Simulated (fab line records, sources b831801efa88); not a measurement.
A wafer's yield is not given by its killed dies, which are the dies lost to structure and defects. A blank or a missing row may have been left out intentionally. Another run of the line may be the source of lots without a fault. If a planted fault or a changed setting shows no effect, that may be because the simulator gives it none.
fab line records    flow sky130
[record] lots = 14  wafers = 42  lastDay = 50
route steps=708 shown FIELD_ISO@11 NWELL@34 PAD_OPEN@708
lots that met no fault: taken from a fault-free run of the same line
startH: hours from the record's opening day to when the first of the lot's shown wafers began    waitH: how many hours have passed since the lot's step before this one    " repeats the value in the row above    L1.1+2: a row that stands for several wafers    - no value present, or no start provided    * or withheld: withheld    < > ~ a bound
route shown NAME@n: NAME is a module with steps in the file, n the number in the route of the first one    usual: the fault-free wafers' mean and standard deviation    same: alike in all rows    chamber/n: place in a boat    sites: the reading at each site    _std_site: the standard deviation of these    _edge_site: mean of outer sites minus mean of inner sites    radiusMm: for every site, how far away it sits from the centre of the wafer    mask NAME#n: copy n    behind: the most recent tool/chamber to have shaped the wafer    hold: reason for holding the lot/hours on hold/outcome of the hold    device: which transistor (n, p or np) failed to switch    end of line: the tests these same wafers got at the end of their route    for a step that has no rows: nothing shown but its recipe    killed: the dies lost at the first sort to structure and to defects; this is not the yield of the wafer    map: dies across one wafer; x = killed, . = not, _ = none there
set.NAME: the setting that was run; set.NAME@STEP: the one run at that earlier step    model.NAME: the simulator's own value behind a step, which no gauge read
a sample of lots followed through the steps of the route, with each step as a table and each wafer as a row
services: the hour from which a tool's chamber was out of use, counted from the record's first day as startH (under 0 if before that day), plus the number of hours and why
[[steps]]
[step SKY_FIELD_ISO_EXPOSE_10]
[recipe] maskId = FOM  na = 0.68  sourceShape = annular  sigmaInner = 0.4  sigmaOuter = 0.8  targetCdNm = 150  doseMj = 28
[usual] exposureDoseMJCm2 = 28.02/0.082  focusOffsetNm = 0.1/0.61
lot.wafer  tool           chamber  startH  waitH  mask   exposureDoseMJCm2  focusOffsetNm
L547.1     krfScanner-01  0        23.52   -      FOM#0  28.02              0.3
L547.4     "              0        "       "      FOM#0  27.97              -0.3
L547.6     "              0        "       "      FOM#0  28.04              0.3
L548.2     krfScanner-02  0        25.87   -      FOM#0  28.15              -0.4
L548.3     "              0        "       "      FOM#0  28.13              -0.2
L548.6     "              0        "       "      FOM#0  28.18              -1.0
L550.3     krfScanner-01  0        38.97   -      FOM#0  27.99              0.3
L550.4     "              0        "       "      FOM#0  28.00              0.2
L550.5     "              0        "       "      FOM#0  28.00              -0.2
L551.1     krfScanner-01  0        42.33   -      FOM#0  27.96              -0.1
L551.4     "              0        "       "      FOM#0  27.98              0.5
L551.6     "              0        "       "      FOM#0  27.96              0.6
L552.1     krfScanner-02  0        49.21   -      FOM#0  28.14              0.7
L552.4     "              0        "       "      FOM#0  28.12              0.0
L552.6     "              0        "       "      FOM#0  28.17              0.9
L555.2     krfScanner-02  0        64.86   -      FOM#0  28.13              0.5
L555.5     "              0        "       "      FOM#0  28.14              0.9
L555.6     "              0        "       "      FOM#0  28.16              -0.3
L558.1     krfScanner-02  0        77.71   -      FOM#0  28.18              0.5
L558.5     "              0        "       "      FOM#0  28.16              0.1
L558.6     "              0        "       "      FOM#0  28.17              0.3
L559.2     krfScanner-02  0        82.24   -      FOM#0  34.11              -0.7
L559.5     "              0        "       "      FOM#0  34.09              -0.2
L559.6     "              0        "       "      FOM#0  34.10              -0.5
L560.2     krfScanner-02  0        88.26   -      FOM#0  34.12              0.3
L560.3     "              0        "       "      FOM#0  34.12              1.1
L560.4     "              0        "       "      FOM#0  34.15              0.7
L561.1     krfScanner-01  0        94.21   -      FOM#0  28.00              0.5
L561.2     "              0        "       "      FOM#0  27.97              1.4
L561.3     "              0        "       "      FOM#0  28.00              0.6
L567.2     krfScanner-01  0        125.01  -      FOM#0  27.92              0.0
L567.3     "              0        "       "      FOM#0  27.91              0.4
L567.5     "              0        "       "      FOM#0  27.96              -0.4
L568.1     krfScanner-01  0        128.08  -      FOM#0  27.97              -0.1
L568.3     "              0        "       "      FOM#0  27.96              -1.1
L568.6     "              0        "       "      FOM#0  27.97              -1.1
L569.1     krfScanner-01  0        134.57  -      FOM#0  27.99              1.0
L569.3     "              0        "       "      FOM#0  27.97              0.3
L569.4     "              0        "       "      FOM#0  27.97              0.1
L570.1     krfScanner-01  0        138.62  -      FOM#0  27.95              0.2
L570.3     "              0        "       "      FOM#0  27.96              1.1
L570.4     "              0        "       "      FOM#0  27.98              0.5
[step SKY_FIELD_ISO_CD_MEAS_13]
[recipe] targetCdNm = 150
[usual] cdNm = 150.0/1.7
lot.wafer  tool      chamber  startH  waitH  cdNm
L547.1     cdSem-01  -        30.92   -      147.5
L547.4     "         -        "       "      149.4
L547.6     "         -        "       "      149.6
L548.2     cdSem-01  -        33.12   -      151.8
L548.3     "         -        "       "      148.7
L548.6     "         -        "       "      150.2
L550.3     cdSem-02  -        46.83   -      150.0
L550.4     "         -        "       "      150.8
L550.5     "         -        "       "      149.3
L551.1     cdSem-01  -        50.03   -      147.1
L551.4     "         -        "       "      148.1
L551.6     "         -        "       "      147.5
L552.1     cdSem-02  -        57.03   -      149.4
L552.4     "         -        "       "      148.4
L552.6     "         -        "       "      149.4
L555.2     cdSem-01  -        73.11   -      149.1
L555.5     "         -        "       "      150.8
L555.6     "         -        "       "      150.2
L558.1     cdSem-01  -        85.57   -      148.6
L558.5     "         -        "       "      149.8
L558.6     "         -        "       "      148.8
L559.2     cdSem-02  -        90.40   -      109.3
L559.5     "         -        "       "      108.9
L559.6     "         -        "       "      110.4
L560.2     cdSem-02  -        97.14   -      116.6
L560.3     "         -        "       "      116.6
L560.4     "         -        "       "      116.6
L561.1     cdSem-01  -        103.37  -      151.6
L561.2     "         -        "       "      151.2
L561.3     "         -        "       "      151.7
L567.2     cdSem-02  -        134.66  -      149.5
L567.3     "         -        "       "      149.6
L567.5     "         -        "       "      150.0
L568.1     cdSem-01  -        138.03  -      147.7
L568.3     "         -        "       "      146.7
L568.6     "         -        "       "      146.8
L569.1     cdSem-01  -        143.93  -      150.7
L569.3     "         -        "       "      153.3
L569.4     "         -        "       "      152.3
L570.1     cdSem-01  -        147.89  -      151.1
L570.3     "         -        "       "      150.6
L570.4     "         -        "       "      149.3
[step SKY_NWELL_THK_MEAS_02]
[recipe] reads = SiO2_of_NWELL_OXIDATION_01
[usual] NWELL_OXIDATION_THK = 9.91/0.19
lot.wafer  tool          chamber  startH  waitH  NWELL_OXIDATION_THK[nm]
L547.1     filmMetro-01  -        40.48   0.0    9.87
L547.4     "             -        "       "      9.77
L547.6     "             -        "       "      9.80
L548.2     filmMetro-04  -        44.80   0.0    9.96
L548.3     "             -        "       "      9.81
L548.6     "             -        "       "      9.86
L550.3     filmMetro-01  -        56.51   0.0    9.77
L550.4     "             -        "       "      9.62
L550.5     "             -        "       "      9.70
L551.1     filmMetro-04  -        59.28   0.0    9.53
L551.4     "             -        "       "      9.80
L551.6     "             -        "       "      9.70
L552.1     filmMetro-01  -        64.70   0.0    10.13
L552.4     "             -        "       "      10.25
L552.6     "             -        "       "      10.17
L555.2     filmMetro-03  -        80.43   0.0    10.16
L555.5     "             -        "       "      9.96
L555.6     "             -        "       "      9.96
L558.1     filmMetro-04  -        92.81   0.0    9.62
L558.5     "             -        "       "      9.66
L558.6     "             -        "       "      9.77
L561.1     filmMetro-04  -        110.37  0.0    9.55
L561.2     "             -        "       "      9.90
L561.3     "             -        "       "      9.63
L567.2     filmMetro-01  -        140.49  0.0    9.88
L567.3     "             -        "       "      9.93
L567.5     "             -        "       "      9.86
L568.1     filmMetro-01  -        145.74  0.0    9.81
L568.3     "             -        "       "      10.00
L568.6     "             -        "       "      9.93
L569.1     filmMetro-04  -        151.06  0.0    9.95
L569.3     "             -        "       "      9.87
L569.4     "             -        "       "      9.97
L570.1     filmMetro-01  -        153.96  0.0    10.04
L570.3     "             -        "       "      10.12
L570.4     "             -        "       "      10.21
[step SKY_NWELL_RS_MEAS_29]
[recipe] thkMeasGauge = four-point-probe
[usual] NWELL_RS = 625.3/1.8
lot.wafer  tool          chamber  startH  waitH  NWELL_RS[ohm/sq]
L547.1     filmMetro-03  -        106.73  0.1    624.9
L547.4     "             -        "       "      624.3
L547.6     "             -        "       "      623.7
L548.2     filmMetro-04  -        112.43  0.1    627.4
L548.3     "             -        "       "      625.6
L548.6     "             -        "       "      627.6
L550.3     filmMetro-04  -        127.63  0.1    625.5
L550.4     "             -        "       "      624.7
L550.5     "             -        "       "      622.9
L551.1     filmMetro-01  -        130.78  0.1    623.0
L551.4     "             -        "       "      624.4
L551.6     "             -        "       "      622.6
L552.1     filmMetro-01  -        136.93  0.1    626.7
L552.4     "             -        "       "      625.6
L552.6     "             -        "       "      626.3
L555.2     filmMetro-03  -        154.33  0.1    625.2
L555.5     "             -        "       "      625.2
L555.6     "             -        "       "      625.8
L558.1     filmMetro-01  -        170.58  0.1    622.9
L558.5     "             -        "       "      621.1
L558.6     "             -        "       "      623.4
L561.1     filmMetro-04  -        190.24  0.1    627.6
L561.2     "             -        "       "      627.7
L561.3     "             -        "       "      623.7
L567.2     filmMetro-04  -        224.43  0.1    627.1
L567.3     "             -        "       "      626.5
L567.5     "             -        "       "      628.8
L568.1     filmMetro-03  -        232.66  0.1    628.3
L568.3     "             -        "       "      627.4
L568.6     "             -        "       "      627.9
L569.1     filmMetro-01  -        237.51  0.1    621.9
L569.3     "             -        "       "      623.3
L569.4     "             -        "       "      623.5
L570.1     filmMetro-04  -        240.98  0.1    627.3
L570.3     "             -        "       "      625.6
L570.4     "             -        "       "      627.5
[step SKY_PAD_OPEN_PROBE_99]
[usual] killed_at_M0_to_M3 = 43/6.1  killed_at_M4_up = 3.5/2  killedAtContacts = 25/5.1  killedAtFrontEnd = 14/4.2  killedAtOther = 0.3/0.55  killedDies = 86/8.3  killedOnRim = 17/3.7  killedOpen = 46/7.2  killedShort = 39/6
[same] grossDies = 492  killedAtBackSide = 0
lot.wafer  tool       chamber  startH   waitH  killed_at_M0_to_M3  killed_at_M4_up  killedAtContacts  killedAtFrontEnd  killedAtOther  killedDies  killedOnRim  killedOpen  killedShort
L547.1     prober-01  -        1085.99  0.1    40                  2                31                8                 0              81          10           44          37
L547.4     prober-01  -        1086.14  0.2    50                  1                16                6                 0              73          11           49          24
L547.6     prober-01  -        1086.24  0.2    39                  5                26                15                0              85          22           45          40
L548.2     prober-02  -        1087.45  0.1    41                  6                22                15                0              84          15           42          42
L548.3     prober-02  -        1087.50  0.2    46                  5                28                15                2              96          17           43          51
L548.6     prober-02  -        1087.65  0.2    37                  7                26                17                0              87          13           47          37
L550.3     prober-01  -        1106.74  0.2    49                  3                30                17                0              99          20           56          43
L550.4     prober-01  -        1106.79  0.2    45                  4                21                18                0              88          15           44          44
L550.5     prober-01  -        1106.84  0.2    49                  5                25                11                0              90          19           48          42
L551.1     prober-02  -        1112.93  0.1    56                  10               33                17                1              117         20           63          54
L551.4     prober-02  -        1113.08  0.2    36                  4                15                12                0              67          13           32          35
L551.6     prober-02  -        1113.18  0.2    44                  3                25                14                0              86          13           40          46
L552.1     prober-01  -        1115.33  0.1    38                  9                19                20                1              87          19           46          41
L552.4     prober-01  -        1115.48  0.2    47                  1                19                17                0              84          14           45          39
L552.6     prober-01  -        1115.58  0.2    38                  1                29                13                0              81          13           44          36
L555.2     prober-02  -        1126.81  0.1    50                  5                17                19                0              91          14           57          34
L555.5     prober-02  -        1126.96  0.2    43                  3                29                13                0              88          17           47          39
L555.6     prober-02  -        1127.01  0.2    46                  2                27                18                0              93          20           51          42
L558.1     prober-01  -        1145.85  0.1    36                  4                26                19                1              86          21           37          48
L558.5     prober-01  -        1146.05  0.2    44                  3                37                21                0              105         18           57          47
L558.6     prober-01  -        1146.10  0.2    38                  4                21                18                0              81          15           41          39
L559.2     prober-02  -        1146.03  0.1    40                  8                26                415               0              489         93           46          41
L559.5     prober-02  -        1146.18  0.2    38                  2                32                413               1              486         92           48          43
L559.6     prober-02  -        1146.23  0.2    40                  2                29                413               0              484         89           42          36
L560.2     prober-01  -        1147.40  0.1    39                  2                32                392               1              466         81           49          39
L560.3     prober-01  -        1147.45  0.2    45                  3                25                407               0              480         88           44          51
L560.4     prober-01  -        1147.50  0.2    35                  5                29                411               0              480         89           53          39
L561.1     prober-02  -        1151.23  0.1    41                  2                15                17                0              75          13           41          34
L561.2     prober-02  -        1151.28  0.1    36                  1                29                12                0              78          20           50          28
L561.3     prober-02  -        1151.33  0.2    45                  3                21                15                0              84          20           45          39
L567.2     prober-01  -        1181.85  0.1    41                  3                22                19                1              86          16           44          41
L567.3     prober-01  -        1181.90  0.2    47                  3                26                13                0              89          14           50          38
L567.5     prober-01  -        1182.00  0.2    49                  8                18                14                2              91          20           45          44
L568.1     prober-02  -        1190.38  0.1    49                  0                27                10                1              87          18           50          37
L568.3     prober-02  -        1190.48  0.2    47                  2                18                12                0              79          12           33          46
L568.6     prober-02  -        1190.63  0.2    44                  1                28                10                0              83          14           51          32
L569.1     prober-01  -        1191.49  0.1    37                  2                21                10                0              70          14           33          37
L569.3     prober-01  -        1191.59  0.2    45                  3                21                19                0              88          20           46          42
L569.4     prober-01  -        1191.64  0.2    50                  4                22                11                0              87          23           39          48
L570.1     prober-02  -        1195.05  0.1    40                  4                19                16                0              79          12           39          40
L570.3     prober-02  -        1195.15  0.2    50                  4                15                11                0              80          19           48          32
L570.4     prober-02  -        1195.20  0.2    44                  4                25                10                0              83          13           52          31
// killed by level:class
L547.1 CONTACT:geometricParticle:open=11 VIA1:geometricParticle:open=7 LI_CONTACT:geometricParticle:short=6 METAL2:geometricParticle:short=6 VIA2:geometricParticle:open=6 LI_CONTACT:geometricParticle:open=5 VIA3:geometricParticle:open=5 VIA2:geometricParticle:short=5
L547.4 VIA3:geometricParticle:open=19 CONTACT:geometricParticle:open=7 VIA1:geometricParticle:open=7 VIA2:geometricParticle:open=6 METAL2:geometricParticle:short=5 VIA1:geometricParticle:short=4 POLY_GATE:geometricParticle:short=3 LI_CONTACT:geometricParticle:open=3
L547.6 CONTACT:geometricParticle:open=9 CONTACT:geometricParticle:short=7 VIA1:geometricParticle:open=6 VIA2:geometricParticle:open=6 LI_CONTACT:geometricParticle:open=5 VIA3:geometricParticle:open=5 VIA2:geometricParticle:short=5 FIELD_ISO:geometricParticle:short=4
L548.2 METAL2:geometricParticle:short=10 CONTACT:geometricParticle:open=8 VIA2:geometricParticle:open=7 METAL1:geometricParticle:short=6 VIA1:geometricParticle:open=6 LI_CONTACT:geometricParticle:open=5 METAL4:geometricParticle:short=4 VIA3:geometricParticle:open=4
L548.3 CONTACT:geometricParticle:short=10 VIA1:geometricParticle:open=9 LI_CONTACT:geometricParticle:open=7 VIA1:geometricParticle:short=7 VIA2:geometricParticle:open=6 VIA3:geometricParticle:open=6 CONTACT:geometricParticle:open=5 METAL2:geometricParticle:short=5
L548.6 CONTACT:geometricParticle:open=11 METAL1:geometricParticle:short=9 POLY_GATE:geometricParticle:open=6 LI_CONTACT:geometricParticle:open=6 VIA1:geometricParticle:open=6 VIA2:geometricParticle:open=5 VIA3:geometricParticle:open=5 FIELD_ISO:geometricParticle:short=4
L550.3 VIA1:geometricParticle:open=11 VIA2:geometricParticle:open=9 VIA3:geometricParticle:open=8 CONTACT:geometricParticle:short=8 CONTACT:geometricParticle:open=7 LI_CONTACT:geometricParticle:open=6 VIA1:geometricParticle:short=6 METAL2:geometricParticle:short=6
L550.4 CONTACT:geometricParticle:open=11 VIA1:geometricParticle:open=8 VIA1:geometricParticle:short=7 POLY_GATE:geometricParticle:short=6 VIA2:geometricParticle:short=6 METAL1:geometricParticle:short=5 VIA3:geometricParticle:open=5 FIELD_ISO:geometricParticle:short=4
L550.5 VIA1:geometricParticle:open=14 CONTACT:geometricParticle:open=11 METAL3:geometricParticle:short=6 VIA2:geometricParticle:open=6 VIA3:geometricParticle:open=6 METAL1:geometricParticle:short=5 LI_CONTACT:geometricParticle:short=5 METAL4:geometricParticle:short=5
L551.1 LI_CONTACT:geometricParticle:open=11 VIA2:geometricParticle:open=10 VIA1:geometricParticle:open=10 CONTACT:geometricParticle:open=9 METAL4:geometricParticle:short=8 VIA1:geometricParticle:short=7 METAL2:geometricParticle:short=7 VIA3:geometricParticle:open=6
L551.4 VIA1:geometricParticle:open=11 VIA1:geometricParticle:short=6 METAL2:geometricParticle:short=6 LI_CONTACT:geometricParticle:open=5 FIELD_ISO:geometricParticle:open=4 LI_CONTACT:geometricParticle:short=4 FIELD_ISO:geometricParticle:short=3 CONTACT:geometricParticle:short=3
L551.6 METAL2:geometricParticle:short=11 CONTACT:geometricParticle:open=10 VIA1:geometricParticle:open=9 CONTACT:geometricParticle:short=7 METAL1:geometricParticle:short=6 LI_CONTACT:geometricParticle:open=6 POLY_GATE:geometricParticle:short=5 VIA2:geometricParticle:open=5
L552.1 VIA1:geometricParticle:open=9 FIELD_ISO:geometricParticle:open=7 METAL1:geometricParticle:short=7 METAL4:geometricParticle:short=7 VIA2:geometricParticle:open=6 LOCAL_INTERCONNECT:geometricParticle:short=5 CONTACT:geometricParticle:open=5 POLY_GATE:geometricParticle:short=4
L552.4 METAL1:geometricParticle:short=12 CONTACT:geometricParticle:open=7 VIA1:geometricParticle:open=7 VIA2:geometricParticle:open=7 VIA3:geometricParticle:open=5 LI_CONTACT:geometricParticle:open=5 FIELD_ISO:geometricParticle:open=4 POLY_GATE:geometricParticle:short=4
L552.6 CONTACT:geometricParticle:open=12 VIA2:geometricParticle:open=7 VIA3:geometricParticle:open=7 POLY_GATE:geometricParticle:open=5 LI_CONTACT:geometricParticle:open=5 METAL1:geometricParticle:short=5 LI_CONTACT:geometricParticle:short=4 VIA1:geometricParticle:open=4
L555.2 VIA1:geometricParticle:open=17 CONTACT:geometricParticle:open=9 VIA3:geometricParticle:open=8 FIELD_ISO:geometricParticle:short=5 POLY_GATE:geometricParticle:open=4 LOCAL_INTERCONNECT:geometricParticle:short=4 VIA3:geometricParticle:short=4 POLY_GATE:geometricParticle:short=3
L555.5 CONTACT:geometricParticle:open=11 VIA1:geometricParticle:open=9 METAL1:geometricParticle:short=8 CONTACT:geometricParticle:short=6 FIELD_ISO:geometricParticle:open=5 LI_CONTACT:geometricParticle:open=5 VIA3:geometricParticle:open=5 FIELD_ISO:geometricParticle:short=4
L555.6 VIA1:geometricParticle:open=11 CONTACT:geometricParticle:open=10 VIA3:geometricParticle:open=8 CONTACT:geometricParticle:short=7 METAL2:geometricParticle:short=7 VIA3:geometricParticle:short=6 FIELD_ISO:geometricParticle:short=5 LI_CONTACT:geometricParticle:open=5
L558.1 CONTACT:geometricParticle:short=7 POLY_GATE:geometricParticle:open=6 METAL1:geometricParticle:short=6 VIA1:geometricParticle:open=6 CONTACT:geometricParticle:open=6 VIA2:geometricParticle:open=5 LOCAL_INTERCONNECT:geometricParticle:short=5 POLY_GATE:geometricParticle:short=4
L559.2 FIELD_ISO:areaExpose=402 VIA1:geometricParticle:open=12 CONTACT:geometricParticle:open=9 VIA3:geometricParticle:open=7 LI_CONTACT:geometricParticle:open=6 CONTACT:geometricParticle:short=6 FIELD_ISO:geometricParticle:short=5 METAL1:geometricParticle:short=5
L558.5 CONTACT:geometricParticle:open=12 VIA2:geometricParticle:open=10 CONTACT:geometricParticle:short=9 FIELD_ISO:geometricParticle:open=7 VIA1:geometricParticle:open=7 LI_CONTACT:geometricParticle:open=7 VIA1:geometricParticle:short=6 LOCAL_INTERCONNECT:geometricParticle:short=5
L558.6 VIA1:geometricParticle:open=7 METAL1:geometricParticle:short=7 LI_CONTACT:geometricParticle:open=6 CONTACT:geometricParticle:open=6 VIA3:geometricParticle:short=5 FIELD_ISO:geometricParticle:open=4 POLY_GATE:geometricParticle:short=4 VIA1:geometricParticle:short=4
L559.5 FIELD_ISO:areaExpose=394 CONTACT:geometricParticle:open=15 METAL2:geometricParticle:short=12 FIELD_ISO:geometricParticle:open=8 VIA3:geometricParticle:open=7 LI_CONTACT:geometricParticle:open=6 CONTACT:geometricParticle:short=5 VIA1:geometricParticle:open=5
L559.6 FIELD_ISO:areaExpose=405 VIA3:geometricParticle:open=12 CONTACT:geometricParticle:open=8 CONTACT:geometricParticle:short=7 METAL2:geometricParticle:short=7 LI_CONTACT:geometricParticle:open=6 LOCAL_INTERCONNECT:geometricParticle:short=4 VIA2:geometricParticle:open=4
L560.2 FIELD_ISO:areaExpose=378 VIA1:geometricParticle:open=13 VIA1:geometricParticle:short=9 LI_CONTACT:geometricParticle:open=9 CONTACT:geometricParticle:open=9 CONTACT:geometricParticle:short=6 LOCAL_INTERCONNECT:geometricParticle:short=5 VIA3:geometricParticle:open=4
L560.3 FIELD_ISO:areaExpose=385 CONTACT:geometricParticle:open=11 METAL1:geometricParticle:short=9 FIELD_ISO:geometricParticle:short=8 VIA3:geometricParticle:open=8 CONTACT:geometricParticle:short=6 VIA1:geometricParticle:open=6 FIELD_ISO:geometricParticle:open=5
L560.4 FIELD_ISO:areaExpose=388 VIA1:geometricParticle:open=12 CONTACT:geometricParticle:open=11 FIELD_ISO:geometricParticle:short=9 LI_CONTACT:geometricParticle:open=8 VIA3:geometricParticle:open=6 POLY_GATE:geometricParticle:short=5 LOCAL_INTERCONNECT:geometricParticle:short=5
L561.1 VIA1:geometricParticle:open=13 POLY_GATE:geometricParticle:open=6 LI_CONTACT:geometricParticle:open=6 VIA2:geometricParticle:open=6 FIELD_ISO:geometricParticle:short=4 METAL2:geometricParticle:short=4 VIA3:geometricParticle:short=4 CONTACT:geometricParticle:open=3
L561.2 LI_CONTACT:geometricParticle:open=13 CONTACT:geometricParticle:open=11 VIA2:geometricParticle:open=7 VIA1:geometricParticle:open=6 VIA3:geometricParticle:open=6 FIELD_ISO:geometricParticle:open=4 FIELD_ISO:geometricParticle:short=4 METAL1:geometricParticle:short=4
L561.3 VIA1:geometricParticle:open=9 LI_CONTACT:geometricParticle:open=7 CONTACT:geometricParticle:open=7 VIA2:geometricParticle:open=7 METAL1:geometricParticle:short=6 VIA2:geometricParticle:short=6 POLY_GATE:geometricParticle:short=5 VIA3:geometricParticle:open=5
L567.2 CONTACT:geometricParticle:open=15 POLY_GATE:geometricParticle:short=8 METAL2:geometricParticle:short=8 VIA2:geometricParticle:open=8 METAL1:geometricParticle:short=5 VIA1:geometricParticle:short=5 FIELD_ISO:geometricParticle:open=4 VIA3:geometricParticle:open=4
L567.3 VIA1:geometricParticle:open=12 CONTACT:geometricParticle:open=9 CONTACT:geometricParticle:short=8 VIA3:geometricParticle:open=7 VIA2:geometricParticle:open=6 FIELD_ISO:geometricParticle:short=5 LI_CONTACT:geometricParticle:open=5 METAL1:geometricParticle:short=5
L567.5 VIA1:geometricParticle:open=10 VIA2:geometricParticle:open=9 CONTACT:geometricParticle:open=8 METAL1:geometricParticle:short=7 VIA3:geometricParticle:open=7 FIELD_ISO:geometricParticle:short=6 METAL4:geometricParticle:short=5 VIA1:geometricParticle:short=4
L568.1 VIA1:geometricParticle:open=14 CONTACT:geometricParticle:open=11 VIA2:geometricParticle:open=9 CONTACT:geometricParticle:short=6 METAL1:geometricParticle:short=5 VIA1:geometricParticle:short=5 METAL2:geometricParticle:short=5 LI_CONTACT:geometricParticle:open=4
L568.3 VIA1:geometricParticle:open=10 CONTACT:geometricParticle:short=8 VIA2:geometricParticle:open=8 VIA1:geometricParticle:short=7 METAL2:geometricParticle:short=6 METAL1:geometricParticle:short=5 LI_CONTACT:geometricParticle:open=4 VIA2:geometricParticle:short=4
L568.6 VIA1:geometricParticle:open=14 METAL1:geometricParticle:short=9 VIA3:geometricParticle:open=9 CONTACT:geometricParticle:open=6 LI_CONTACT:geometricParticle:open=6 CONTACT:geometricParticle:short=5 VIA2:geometricParticle:open=4 LI_CONTACT:geometricParticle:short=4
L569.1 CONTACT:geometricParticle:open=10 METAL1:geometricParticle:short=9 VIA1:geometricParticle:short=7 VIA1:geometricParticle:open=6 LI_CONTACT:geometricParticle:open=4 CONTACT:geometricParticle:short=4 SPACER:geometricParticle:open=3 VIA2:geometricParticle:open=3
L569.3 VIA1:geometricParticle:open=8 LOCAL_INTERCONNECT:geometricParticle:short=7 FIELD_ISO:geometricParticle:open=6 CONTACT:geometricParticle:open=6 METAL1:geometricParticle:short=6 VIA2:geometricParticle:open=6 VIA3:geometricParticle:open=6 CONTACT:geometricParticle:short=5
L569.4 METAL1:geometricParticle:short=11 VIA1:geometricParticle:open=11 VIA2:geometricParticle:open=9 CONTACT:geometricParticle:open=8 CONTACT:geometricParticle:short=6 VIA3:geometricParticle:open=5 POLY_GATE:geometricParticle:short=5 LI_CONTACT:geometricParticle:short=4
L570.1 METAL1:geometricParticle:short=8 LI_CONTACT:geometricParticle:open=7 FIELD_ISO:geometricParticle:open=5 LOCAL_INTERCONNECT:geometricParticle:short=5 CONTACT:geometricParticle:open=5 VIA1:geometricParticle:short=5 VIA1:geometricParticle:open=5 VIA2:geometricParticle:open=5
L570.3 VIA1:geometricParticle:open=14 METAL1:geometricParticle:short=8 VIA2:geometricParticle:open=8 LI_CONTACT:geometricParticle:open=6 CONTACT:geometricParticle:open=5 VIA3:geometricParticle:open=4 METAL4:geometricParticle:short=4 FIELD_ISO:geometricParticle:short=3
L570.4 VIA1:geometricParticle:open=12 CONTACT:geometricParticle:open=9 LI_CONTACT:geometricParticle:open=7 METAL1:geometricParticle:short=7 FIELD_ISO:geometricParticle:open=5 VIA3:geometricParticle:open=5 METAL2:geometricParticle:short=4 VIA2:geometricParticle:open=4
[[services]]
tool           chamber  startH  hours  kind
krfScanner-02  -        3.36    4.4    pm
krfScanner-02  0        15.49   -      calibration
krfScanner-01  -        21.98   0.8    pm
krfScanner-01  -        33.22   4.0    pm
krfScanner-02  -        59.57   3.6    pm
krfScanner-02  -        63.13   0.8    pm
krfScanner-01  0        82.16   -      calibration
krfScanner-01  -        84.92   3.6    pm
krfScanner-02  -        103.16  1.3    pm
krfScanner-01  -        118.55  1.0    pm
krfScanner-02  -        131.80  1.0    pm
krfScanner-01  -        133.16  1.3    pm
[[key]]
[firstSign] step = SKY_FIELD_ISO_EXPOSE_10  reading = exposureDoseMJCm2  direction = up  sigmas = 74  usual = *  struck = *
[effect] step = SKY_FIELD_ISO_CD_MEAS_13  reading = cdNm  direction = down  sigmas = 21  usual = 150.0  struck = 113.1
[effect] step = SKY_PAD_OPEN_PROBE_99  reading = killedAtFrontEnd  direction = up  sigmas = 93  usual = 14  struck = 408
[moreKillsBornAt] SKY_FIELD_ISO_EXPOSE_10@krfScanner-02 = 2354
metAt SKY_FIELD_ISO_EXPOSE_10
struckLots L559,L560
laterRowsLeftOut L559.2,L559.5,L559.6,L560.2,L560.3,L560.4
testerLeftOut L559,L560
notActingAt SKY_NWELL_THK_MEAS_02,SKY_NWELL_RS_MEAS_29
onsetBetween 77.71 82.24
[fault] kind = processParameterDrift  tool = krfScanner-02  chamber = -  onsetH = 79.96  steps = SKY_FIELD_ISO_EXPOSE_10  channel = doseMj  offset = 5.9858  shape = step  actsIn = theseRecipesOnly  stated = 28
// testerLeftOut: of these lots the tester's yield and bins aren't shown, on N5 and GAA mostly nor the transistor test; their killed dies are dies lost to structure and defects alone, not to doping, threshold or leakage, so they don't give the yield
// laterRowsLeftOut: the simulator's readings of these wafers behind a module that went badly wrong aren't trusted and aren't shown, but for the sort
